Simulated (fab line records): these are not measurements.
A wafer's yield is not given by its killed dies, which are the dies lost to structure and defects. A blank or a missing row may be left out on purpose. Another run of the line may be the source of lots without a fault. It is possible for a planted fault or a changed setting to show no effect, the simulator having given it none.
Chamber matching    flow gf180mcu    GF_V5_CMP_04 on cmp-02 has 4 sister chambers
The step polishes SiO2. 4 wafers are shown with their chamber, then 7 later ones without.

== WAFERS PAIRED WITH THEIR CHAMBERS ==
wafer   chamber  motorCurrentA (A)
L694.4  0        9.4
L694.5  2        12.6
L705.1  3        12.6
L705.2  1        11.9

== WAFERS MISSING THEIR CHAMBER ==
wafer   motorCurrentA (A)
L705.3  9.2
L707.4  12.7
L707.5  9.1
L707.6  12.5
L709.1  9.3
L709.5  12.5
L709.6  12.6

== EACH ONE'S CHAMBER ==
wafer   from the rows above      in truth
L705.3  0                        0
L707.4  can't be placed: 2 or 3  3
L707.5  0                        0
L707.6  can't be placed: 2 or 3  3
L709.1  0                        0
L709.5  can't be placed: 2 or 3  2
L709.6  can't be placed: 2 or 3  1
Placed correctly: 3 of 7. These rows do not allow placing 4 (true chamber among the candidates in 3). Placed wrongly: 0.
How it was worked out, from the rows above alone: a wafer's distance from a chamber is the root of the sum, over the readings, of the square of ((its reading less the chamber's mean) divided by the reading's scatter). The wafer belongs to the nearest chamber; if the next one is less than 2 further off, it can't be placed. For every chamber, the mean is computed from those of its wafers that are shown. The scatter: with one shown wafer a chamber, the root of the mean of the squares of how far each hidden wafer lies from its nearest shown one.
